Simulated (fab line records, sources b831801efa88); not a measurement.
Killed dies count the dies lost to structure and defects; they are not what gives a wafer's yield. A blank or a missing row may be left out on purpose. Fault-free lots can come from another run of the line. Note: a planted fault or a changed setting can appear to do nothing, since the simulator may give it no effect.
Chamber matching -- flow gf180mcu -- cmp-01 running GF_V2_CMP_26: 4 sister chambers
The step polishes, stops on SiO2, t overpolish 15 s, target thk 0 nm. 20 wafers are shown with their chamber, then 10 later ones without.

== WAFERS PAIRED WITH THEIR CHAMBERS ==
wafer,chamber,motor_current_A (A),time_to_endpoint_s (s),head_pressure_psi (psi)
L076.2,1,9.7,80,3.508
L076.4,2,10.9,84,3.498
L076.6,0,12.2,81,3.489
L078.2,0,11.9,83,3.497
L078.5,2,11.5,87,3.503
L078.6,1,9.1,79,3.495
L079.2,1,9.4,76,3.501
L079.3,2,11.1,86,3.498
L079.6,2,11.4,82,3.505
L083.2,3,9.9,85,3.496
L083.4,0,11.3,83,3.500
L083.5,2,11.3,87,3.492
L085.1,0,11.5,81,3.497
L085.3,1,9.3,82,3.504
L085.6,3,9.7,79,3.506
L086.1,2,11.0,84,3.508
L086.4,0,12.2,88,3.500
L086.5,0,12.0,82,3.494
L090.2,0,11.9,83,3.491
L090.3,3,9.6,81,3.504

SIGNATURES (averages over the wafers above)
reading,chamber 0,chamber 1,chamber 2,chamber 3,scatter within a chamber
motor_current_A,11.857,9.375,11.200,9.733,0.275
time_to_endpoint_s,83.00,79.25,85.00,81.67,2.39
head_pressure_psi,3.49543,3.50200,3.50067,3.50200,0.00514
Rule: distance of a wafer from a chamber = root of the sum over the readings of ((wafer's reading minus chamber's mean) / reading's scatter) squared. If the next closest chamber is less than 2 further off than the closest, the wafer can't be placed; otherwise it belongs to the closest. The scatter: the root of (the sum of the squares of (reading less its chamber's mean) over the shown wafers, divided by (wafers less chambers)).

== WAFERS WITH NO CHAMBER GIVEN ==
wafer,motor_current_A (A),time_to_endpoint_s (s),head_pressure_psi (psi)
L090.4,10.0,84,3.493
L094.1,9.4,81,3.499
L094.2,11.2,82,3.494
L094.4,11.8,84,3.508
L093.1,11.2,85,3.493
L093.2,10.0,81,3.500
L093.5,9.6,74,3.506
L097.2,12.0,80,3.498
L097.4,11.0,85,3.494
L097.5,11.7,82,3.512

== EACH ONE'S CHAMBER ==
wafer,from the rows above,in truth
L090.4,can't be placed: 3 or 1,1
L094.1,can't be placed: 1 or 3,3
L094.2,can't be placed: 2 or 0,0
L094.4,can't be placed: 0 or 2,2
L093.1,can't be placed: 2 or 0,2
L093.2,can't be placed: 3 or 1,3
L093.5,can't be placed: 1 or 3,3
L097.2,0,0
L097.4,can't be placed: 2 or 0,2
L097.5,can't be placed: 2 or 0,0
Correct placement for 1 of the 10. Cannot be placed on the basis of these rows: 9; the candidates contain the true chamber in 9. 0 placed wrongly.
